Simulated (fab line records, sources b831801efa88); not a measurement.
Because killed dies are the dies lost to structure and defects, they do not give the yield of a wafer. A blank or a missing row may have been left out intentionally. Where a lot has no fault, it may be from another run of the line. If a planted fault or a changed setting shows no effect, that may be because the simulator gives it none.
One fault through the eyes of 2 desks + flow sky130 + only its own numbers are on each desk; what lay behind them is given at the end

== THE TOOL OWNER'S DESK: litho_track-04 ==
The tool's own readings at SKY_CONTACT_SOFTBAKE_10 (time 88.51 s): means of the sampled wafers that have a number, for each lot that ran on this tool. Any lot whose mean is over 4 standard deviations away from the usual mean is out of limits and marked OUT; that distance is given in the brackets.
Columns: A = heater_power_total_W at SKY_CONTACT_SOFTBAKE_10, usual 57.68 W; B = plate_temp_C at SKY_CONTACT_SOFTBAKE_10, usual 100.00 C
| lot  | first seen here | A               | B                        |
|------|-----------------|-----------------|--------------------------|
| L196 | day 32 19:00    | 57.51           | 99.95                    |
| L203 | day 34 14:00    | 57.75           | 99.97                    |
| L206 | day 35 07:00    | 57.78           | 99.87                    |
| L211 | day 36 23:00    | 68.57 (+73) OUT | 113.53 (+99 or more) OUT |
| L212 | day 37 08:00    | 68.62 (+73) OUT | 113.75 (+99 or more) OUT |
This desk finds L211, L212 out of limits, L211 being first, at day 36 23:00 (heater_power_total_W at SKY_CONTACT_SOFTBAKE_10). L196, L203, L206 stayed within limits.

== THE METROLOGY DESK ==
Lot by lot, what the gauges showed, no matter which tool ran the lot: averages of those sampled wafers that carry a number. Any lot whose mean is over 4 standard deviations away from the usual mean is out of limits and marked OUT; that distance is given in the brackets.
Columns: A = cd_nm at SKY_CONTACT_CD_MEAS_14, usual 170.0 nm; B = CONTACT_W_RS at SKY_CONTACT_RS_MEAS_25, usual 0.336 ohm/sq; C = CONTACT_W_THK at SKY_CONTACT_THK_MEAS_26, usual 344 nm
| lot  | first seen here | A                | B     | C   |
|------|-----------------|------------------|-------|-----|
| L192 | day 30 22:21    | 169.4            | 0.333 | 337 |
| L194 | day 31 17:25    | 167.5            | 0.340 | 345 |
| L196 | day 33 08:34    | 168.7            | 0.337 | 348 |
| L198 | day 33 10:17    | 169.9            | 0.333 | 346 |
| L199 | day 33 16:35    | 170.2            | 0.344 | 334 |
| L203 | day 35 02:59    | 172.0            | 0.336 | 340 |
| L202 | day 35 03:19    | 171.8            | 0.333 | 346 |
| L205 | day 35 16:53    | 170.0            | 0.331 | 356 |
| L206 | day 35 21:37    | 170.6            | 0.335 | 339 |
| L211 | day 37 12:56    | 181.3 (+8.1) OUT | 0.337 | 341 |
| L212 | day 37 22:14    | 181.5 (+8.2) OUT | 0.337 | 341 |
| L214 | day 38 08:43    | 169.7            | 0.336 | 349 |
This desk finds L211, L212 out of limits, L211 being first, at day 37 12:56 (cd_nm at SKY_CONTACT_CD_MEAS_14). L192, L194, L196, L198, L199, L203, L202, L205, L206, L214 stayed within limits.

== ALL TOGETHER ==
On L211, L212, at day 36 23:00, an alarm was possible from the tool owner's desk.
Metrology desk: alarm possible at day 37 12:56 on L211, L212.
The lots listed all ran SKY_CONTACT_SOFTBAKE_10 on litho_track-04.

== WHAT THE SIMULATOR PUT IN ==
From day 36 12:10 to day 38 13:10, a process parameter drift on litho_track-04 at SKY_CONTACT_SOFTBAKE_10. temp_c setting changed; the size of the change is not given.
Lots struck among those shown: L211, L212.
Fault start to first reading out of limits, in hours, per desk: tool owner, 11; metrology, 25.
